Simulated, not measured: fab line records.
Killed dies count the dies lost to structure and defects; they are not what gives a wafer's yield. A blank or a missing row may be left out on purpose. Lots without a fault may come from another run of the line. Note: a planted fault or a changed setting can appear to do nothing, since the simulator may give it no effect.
Struck lot and sound lot, side by side || flow sky130 || 19 out of 708 route steps
Sound: wafers L368.3, L368.5, L368.6. Struck: wafers L370.1, L370.4, L370.6. The cause is named last.
At each step with rows: each side's tool, then ch and its chambers, then its first start. Under that, the readings that differ: sound wafers || struck wafers || difference of the means || sigmas: that difference in standard deviations of wafers without a fault.
alike: readings with means less than 2 such deviations apart, plus words and numbers identical on both sides. not compared: withheld readings, readings lacking a value on some wafer, bounds such as >300 that could conceal the same value, and numbers that have no deviation in the record and whose values overlap.
A row with sigmas, a row that says differs or no value, or rows on one side alone: a step with any of these is where the two part. Non-overlapping numbers with no deviation appear without sigmas and do not part them. A reading that every wafer of one side lacks parts them only if that side has two wafers or more.

SKY_FIELD_ISO_BOW_MEAS_00:
  sound on filmMetro-03, day 2 11:02; struck on filmMetro-03, day 2 21:00
  alike: INCOMING_BOW
then, 1 step without rows for these wafers: SKY_FIELD_ISO_OXIDATION_01 (stabilise 600 s, purge 300 s, target thk 12 nm).
SKY_FIELD_ISO_THK_MEAS_02:
  sound on filmMetro-03, day 2 13:35; struck on filmMetro-03, day 3 01:52
  alike: FIELD_ISO_OXIDATION_00_THK
then, 1 step without rows for these wafers: SKY_FIELD_ISO_CVD_03 (deposits Si3N4 from DCS/NH3, target thk 165 nm, time 2830 s).
SKY_FIELD_ISO_THK_MEAS_04:
  sound on filmMetro-01, day 2 15:26; struck on filmMetro-01, day 3 03:43
  alike: FIELD_ISO_CVD_03_THK
then, 3 steps without rows for these wafers: SKY_FIELD_ISO_DEHYDRATE_05 (time 60 s); SKY_FIELD_ISO_HMDS_06 (prime time 60 s); SKY_FIELD_ISO_COAT_07 (resist thk 60 nm).
SKY_FIELD_ISO_COAT_08: resist thk 450 nm.
  sound on lithoTrack-03 ch 0, day 2 22:00; struck on lithoTrack-03 ch 0, day 3 11:00
{"reading": "model.KrF-thick_of_FIELD_ISO_COAT_08.thkNm (nm)", "sound": "451.1 451 450.1", "struck": "395.8 394.4 394.7", "difference": -55.8, "sigmas": ""}
then, 4 steps without rows for these wafers: SKY_FIELD_ISO_SOFTBAKE_09 (time 90 s); SKY_FIELD_ISO_EXPOSE_10 (exposes mask FOM, target cd 150 nm); SKY_FIELD_ISO_PEB_11; SKY_FIELD_ISO_DEVELOP_12 (develop time 60 s).
SKY_FIELD_ISO_CD_MEAS_13 targets a cd of 150 nm.
  sound on cdSem-01, day 3 06:42; struck on cdSem-02, day 3 19:13
  alike: cdNm
SKY_FIELD_ISO_ETCH_14: etches BARC in N2/H2, stops on SiO2, time 45.9 s, target depth 60 nm.
  sound on rieDiel-04 ch 0,1, day 3 06:47; struck on rieDiel-03 ch 1,3, day 3 19:20
  alike: drypumpMotorCurrentA, oesProductAu, rfFwdPowerW, throttleValvePct
  not compared: rfHoursCounterH
SKY_FIELD_ISO_ETCH_15: etches the open film in CHF3/O2, stops on Si, target depth 180 nm, time 72 s.
  sound on rieDiel-04 ch 0,1, day 3 06:49; struck on rieDiel-03 ch 1,3, day 3 19:23
{"reading": "model.KrF-thick_of_FIELD_ISO_COAT_08.thkNm (nm)", "sound": "235.7 232.7 232.6", "struck": "183 175.6 176.1", "difference": -55, "sigmas": ""}
  alike: drypumpMotorCurrentA, oesProductAu, rfFwdPowerW, throttleValvePct
  not compared: rfHoursCounterH
SKY_FIELD_ISO_STRIP_16: strips in O2/N2.
  sound on plasmaAsher-01 ch 0,1, day 3 06:55; struck on plasmaAsher-04 ch 0,1, day 3 19:26
{"reading": "oesProductAu (a.u.)", "sound": "0.378 0.376 0.377", "struck": "0.354 0.353 0.348", "difference": -0.025, "sigmas": -5}
{"reading": "stripTimeToEndpointS (s)", "sound": "3.55 3.51 3.50", "struck": "2.97 2.90 2.90", "difference": -0.60, "sigmas": -15}
  alike: drypumpMotorCurrentA
  not compared: rfHoursCounterH
SKY_FIELD_ISO_ETCH_17: etches Si in HBr/Cl2/O2, target depth 342 nm, time 97.7 s.
  sound on rieSi-01 ch 0,2,3, day 3 06:58; struck on rieSi-01 ch 1,2,3, day 3 19:32
  alike: drypumpMotorCurrentA, oesProductAu, rfFwdPowerW, throttleValvePct
  not compared: rfHoursCounterH
-- record jumps: 44 days separate the struck wafers' starts on either side; left off in module FIELD_ISO, taken up again in module PAD_OPEN, whose first shown step is the route's number 708 --
SKY_PAD_OPEN_PROBE_99:
  sound on prober-01, day 47 03:14; struck on prober-02, day 47 18:45
  alike: killed_at_M0_to_M3, killed_at_M4_up, killedAtContacts, killedAtFrontEnd, killedDies, killedOpen, killedShort

## WHERE THEY PART
SKY_FIELD_ISO_STRIP_16 only, going by this record. Later steps at which nothing parts them and some readings are alike: SKY_FIELD_ISO_ETCH_17, SKY_PAD_OPEN_PROBE_99.

WHY: what the simulator had put in
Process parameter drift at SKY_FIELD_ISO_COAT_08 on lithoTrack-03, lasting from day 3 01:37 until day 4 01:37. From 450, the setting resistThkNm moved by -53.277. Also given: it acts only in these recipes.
